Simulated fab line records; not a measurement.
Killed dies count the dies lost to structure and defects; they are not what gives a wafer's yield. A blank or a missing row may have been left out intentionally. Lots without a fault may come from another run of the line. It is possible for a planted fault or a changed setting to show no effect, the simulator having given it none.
Commonality check across tools    flow sky130    10 lots and 30 wafers in the sample

REASON IT WAS OPENED
Of 10 lots, 1 have the reading POLY_GATE_CVD_00_THK flagged at SKY_POLY_GATE_THK_MEAS_01. No-fault wafers: 180.1 nm, standard deviation 1.7.
Rule: a lot is flagged when every wafer of it that has a number lies more than 4 standard deviations from that mean, or none has a number. All remaining lots are regarded as sound.

lot   measured      on             POLY_GATE_CVD_00_THK (nm), wafer by wafer  flag
L829  day 14 12:06  film-metro-04  179.4 178.5 178.9                          
L830  day 14 12:07  film-metro-02  180.5 181.2 179.9                          
L834  day 15 13:40  film-metro-01  180.0 180.8 179.7                          
L835  day 15 20:00  film-metro-04  181.5 179.2 180.5                          
L836  day 16 06:41  film-metro-04  180.4 181.4 181.0                          
L838  day 17 01:01  film-metro-02  179.2 179.5 179.3                          
L841  day 17 20:21  film-metro-04  173.1 164.8 150.7                          FLAGGED
L850  day 22 01:59  film-metro-04  180.8 180.9 180.5                          
L852  day 22 04:20  film-metro-01  179.4 178.4 178.3                          
L851  day 22 10:11  film-metro-02  179.7 177.7 179.0                          
Average over the flagged lots: 162.9 nm; offset from the usual -17.2 nm, equal to -10 standard deviations.

WHICH TOOL RAN EACH LOT
The record holds 2 process steps before the reading, out of a route of 708 steps. Read each cell as the tool, then ch plus the chambers that the sampled wafers visited, then the start.
lot   flag     SKY_VT_ADJUST_PCH_STRIP_09            SKY_POLY_GATE_CVD_00
L829           plasma-asher-02 ch 0,1, day 10 08:22  lpcvd-01 ch 1, day 14 10:52
L830           plasma-asher-01 ch 0,1, day 10 17:25  lpcvd-01 ch 1, day 14 10:52
L834           plasma-asher-02 ch 0,1, day 11 23:16  lpcvd-01 ch 1, day 15 12:28
L835           plasma-asher-04 ch 0,1, day 12 02:31  lpcvd-01 ch 1, day 15 18:47
L836           plasma-asher-02 ch 0,1, day 12 14:10  lpcvd-01 ch 1, day 16 05:29
L838           plasma-asher-04 ch 0,1, day 13 01:37  lpcvd-01 ch 0, day 16 23:48
L841  FLAGGED  plasma-asher-02 ch 0,1, day 13 23:56  lpcvd-01 ch 0, day 17 19:09
L850           plasma-asher-04 ch 0,1, day 17 19:25  lpcvd-01 ch 1, day 22 00:47
L852           plasma-asher-01 ch 0,1, day 17 23:03  lpcvd-01 ch 1, day 22 03:08
L851           plasma-asher-02 ch 0,1, day 18 04:23  lpcvd-01 ch 0, day 22 08:58
What is done by these steps:
- SKY_VT_ADJUST_PCH_STRIP_09: strips in O2/N2.
- SKY_POLY_GATE_CVD_00: deposits poly-Si, target thk 180 nm, time 720 s.
- SKY_POLY_GATE_THK_MEAS_01

FLAGGED AGAINST TOTAL, ONE TOOL AT A TIME (gauges that did the reading follow at the end)
step                        tool             lots run  flagged  share of the flagged lots  sound lots run after its first flagged lot
SKY_VT_ADJUST_PCH_STRIP_09  plasma-asher-01  2         0        none                       -
SKY_VT_ADJUST_PCH_STRIP_09  plasma-asher-02  5         1        all                        1 (L851)
SKY_VT_ADJUST_PCH_STRIP_09  plasma-asher-04  3         0        none                       -
SKY_POLY_GATE_CVD_00        lpcvd-01         10        1        all                        3 (L850,L852,L851)
SKY_POLY_GATE_THK_MEAS_01   film-metro-01    2         0        none                       -
SKY_POLY_GATE_THK_MEAS_01   film-metro-02    3         0        none                       -
SKY_POLY_GATE_THK_MEAS_01   film-metro-04    5         1        all                        1 (L850)

WHAT THE TABLE ALLOWS
In the table, 3 rows ran each flagged lot (plasma-asher-02 at SKY_VT_ADJUST_PCH_STRIP_09; lpcvd-01 at SKY_POLY_GATE_CVD_00; film-metro-04 at SKY_POLY_GATE_THK_MEAS_01).
- plasma-asher-02 at SKY_VT_ADJUST_PCH_STRIP_09: 1 of its 5 lots flagged. Sound lots ran on it after the first flagged one (L851), which a lasting fault on the whole tool wouldn't allow.
- lpcvd-01 at SKY_POLY_GATE_CVD_00: 1 of its 10 lots flagged. Sound lots ran on it after the first flagged one (L850, L852, L851), which a lasting fault on the whole tool wouldn't allow. Its own readings lie more than 4 standard deviations out on every wafer of the flagged lots: spike-tc-centre-C, zone-power-centre-pct, zone-power-lower-pct, zone-power-upper-pct.
- film-metro-04 at SKY_POLY_GATE_THK_MEAS_01: 1 of its 5 lots flagged. Sound lots ran on it after the first flagged one (L850), which a lasting fault on the whole tool wouldn't allow.
There is no row in the table that ran each flagged lot and no sound lot after the first.

WHAT HAD BEEN PUT IN BY THE SIMULATOR
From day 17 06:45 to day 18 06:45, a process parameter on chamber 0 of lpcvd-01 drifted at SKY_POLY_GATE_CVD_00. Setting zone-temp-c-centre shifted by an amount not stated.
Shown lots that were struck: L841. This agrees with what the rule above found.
